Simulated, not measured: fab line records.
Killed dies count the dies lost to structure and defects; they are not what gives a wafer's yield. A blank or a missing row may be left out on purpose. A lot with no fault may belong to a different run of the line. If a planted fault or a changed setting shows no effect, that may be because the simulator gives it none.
A struck lot beside a sound one	flow gf180mcu	15 steps out of a route of 602
Sound: the wafers L476.2, L476.3, L476.4. Struck: wafer L482.1. (L482.3, L482.6 of the same lot were not struck and are left out.) The cause comes at the end.
At each step with rows: each side's tool, then ch and its chambers, then its first start. Under that, the readings that differ: sound wafers	struck wafers	difference of the means	sigmas: that difference in standard deviations of wafers without a fault.
alike: readings whose means differ by less than 2 such deviations, and words and numbers that are the same on both sides. not compared: withheld readings, readings that some wafer has no value for, bounds like >300 that may hide the same value, and numbers for which the record gives no deviation and whose values overlap.
Wherever a step has rows on one side only, a row that says differs or no value, or a row with sigmas, the two part there. When numbers do not overlap yet have no deviation, they are printed without sigmas and do not part them. A reading missing from all wafers of one side parts the sides only when that side holds two or more wafers.

first, 3 steps without rows for these wafers: GF_V4_EXPOSE_11 (exposes mask Via4, target cd 260 nm); GF_V4_PEB_12 (peb time 90 s); GF_V4_DEVELOP_13 (develop time 60 s).
GF_V4_CD_MEAS_14: target cd 260 nm.
  sound: cd sem-02 at day 25 17:26; struck: cd sem-02 at day 28 02:25
  alike: cd nm
GF_V4_OVL_MEAS_15:
  sound: overlay-01 at day 25 17:32; struck: overlay-01 at day 28 02:32
  alike: V4_OVL
GF_V4_ETCH_16: etches BARC in N2/H2.
  sound on rie diel-02 ch 1,2,3, day 25 17:34; struck on rie diel-02 ch 2, day 28 02:34
  alike: bias w, drypump motor current A, oes product au, throttle valve pct
GF_V4_ETCH_17: etches SiO2 in C4F8/O2/Ar, stops on TiN, target depth 630 nm.
  sound on rie diel-02 ch 1,2,3; struck on rie diel-02 ch 2
  alike: bias w, oes product au
GF_V4_STRIP_18: strips in O2/N2.
  sound on plasma asher-01 ch 0,1, day 25 17:42; struck on plasma asher-03 ch 0, day 28 02:42
  alike: drypump motor current A, heater power w, oes product au
  not compared: rf hours counter h
then, 2 steps without rows for these wafers: GF_V4_STRIP_19 (strips in post etch residue remover, time 1200 s); GF_V4_CLEAN_20 (cleans in DIW).
GF_V4_SPUTTER_21: material Ti, target thk 15 nm, time 80.02 s.
  sound: pvd sputter-02 at day 25 18:14; struck: pvd sputter-02 at day 28 03:15
  alike: chamber pressure pa, throttle valve pct
GF_V4_SPUTTER_22: material TiN, target thk 10 nm, time 40 s.
  sound: pvd sputter-02 at day 25 18:18; struck: pvd sputter-02 at day 28 03:19
  alike: chamber pressure pa, throttle valve pct
GF_V4_CVD_23: deposits W, target thk 350 nm, time 104.9 s.
  sound on cvd w-02 ch 0,1, day 25 18:20; struck on cvd w-01 ch 0, day 28 03:21
reading	sound	struck	difference	sigmas
chamber pressure Torr (Torr)	39.90 39.83 39.92	37.89	-1.99	-26
  alike: heater power w
GF_V4_RS_MEAS_24: measures by four-point-probe.
  sound: film metro-01 at day 25 18:28; struck: film metro-03 at day 28 03:28
  alike: V4_W_RS
-- the record jumps here: 4 days lie between the struck wafers' starts before and after (it left off in module V4 and takes up again in module PASSIVATION, whose first step shown is number 602 of the route) --
GF_PASSIVATION_PROBE_99:
  record: rows for the struck wafers here (prober-02, day 32 06:49), none for the sound ones

WHERE THEY PART
Earliest at GF_V4_CVD_23; latest, in this record, at GF_PASSIVATION_PROBE_99.

WHY: what had been put in by the simulator
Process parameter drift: cvd w-01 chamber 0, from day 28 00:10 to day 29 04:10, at GF_V4_CVD_23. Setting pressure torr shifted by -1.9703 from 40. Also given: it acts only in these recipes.
